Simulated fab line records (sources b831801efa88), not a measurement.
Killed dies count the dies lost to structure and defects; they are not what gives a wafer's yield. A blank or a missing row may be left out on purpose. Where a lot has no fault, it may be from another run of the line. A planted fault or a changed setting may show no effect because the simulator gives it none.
The same fault as seen by 2 desks | flow gf180mcu | what lay behind the numbers comes last; until then each desk has only its own

== AT THE METROLOGY DESK ==
Means of the sampled wafers that have a number, per lot and without regard to the tool the lot ran on: this is what the gauges read. The brackets show how far a lot's mean lies from the usual mean; more than 4 standard deviations puts the lot out of limits, marked OUT.
Columns: A = V3_BOW at GF_V3_BOW_MEAS_05, usual 119 um; B = cd-nm at GF_M4_CD_MEAS_14, usual 279.9 nm; C = V4_CVD_02_THK at GF_V4_THK_MEAS_03, usual 847 nm
lot  | first seen here | A   | B                | C
L119 | day 21 17:00    | 119 | 278.8            | 844
L120 | day 22 08:46    | 109 | 280.9            | 848
L121 | day 22 10:59    | 115 | 278.6            | 843
L122 | day 22 16:51    | 111 | 280.1            | 849
L123 | day 23 03:43    | 118 | 281.3            | 831
L124 | day 23 10:40    | 132 | 279.1            | 856
L125 | day 24 02:46    | 116 | 280.9            | 855
L126 | day 24 12:56    | 127 | 279.3            | 840
L128 | day 25 00:02    | 111 | 279.9            | 844
L135 | day 26 23:42    | 120 | 279.2            | 853
L136 | day 27 07:08    | 110 | 289.5 (+9.6) OUT | 841
L138 | day 27 22:40    | 118 | 290.3 (+10) OUT  | 850
L139 | day 28 00:58    | 133 | 279.3            | 850
Finding of this desk: L136, L138 out of limits; the first was L136 at day 28 23:50, on cd-nm at GF_M4_CD_MEAS_14. Within limits: L119, L120, L121, L122, L123, L124, L125, L126, L128, L135, L139.

== DESK OF THE TOOL OWNER: litho-track-03 ==
The tool's own readings at GF_M4_SOFTBAKE_10 (time 60 s): means of the sampled wafers that have a number, for each lot that ran on this tool. The brackets show how far a lot's mean lies from the usual mean; more than 4 standard deviations puts the lot out of limits, marked OUT.
Columns: A = heater-power-total-W at GF_M4_SOFTBAKE_10, usual 93.05 W; B = plate-temp-C at GF_M4_SOFTBAKE_10, usual 129.99 C
lot  | first seen here | A               | B
L119 | day 23 05:56    | 93.06           | 129.95
L121 | day 23 22:49    | 93.10           | 129.88
L124 | day 24 21:07    | 93.05           | 130.14
L126 | day 25 22:55    | 93.05           | 129.89
L128 | day 26 09:25    | 93.07           | 129.94
L135 | day 28 07:02    | 93.04           | 130.03
L136 | day 28 14:23    | 88.97 (-67) OUT | 125.57 (-32) OUT
L138 | day 29 05:25    | 89.03 (-66) OUT | 125.82 (-30) OUT
Finding of this desk: L136, L138 out of limits; the first was L136 at day 28 14:23, on heater-power-total-W at GF_M4_SOFTBAKE_10. Within limits: L119, L121, L124, L126, L128, L135.

== TAKEN TOGETHER ==
The tool owner's desk could have raised an alarm at day 28 14:23, on L136, L138.
The metrology desk could have raised an alarm at day 28 23:50, on L136, L138.
The lots listed all ran GF_M4_SOFTBAKE_10 on litho-track-03.

== WHAT THE SIMULATOR HAD INSERTED ==
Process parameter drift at GF_M4_SOFTBAKE_10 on litho-track-03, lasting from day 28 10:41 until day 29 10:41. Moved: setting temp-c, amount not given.
Lots struck among those shown: L136, L138.
Time in hours from fault onset to the first out-of-limits reading at each desk: tool owner's desk 4, metrology desk 13.
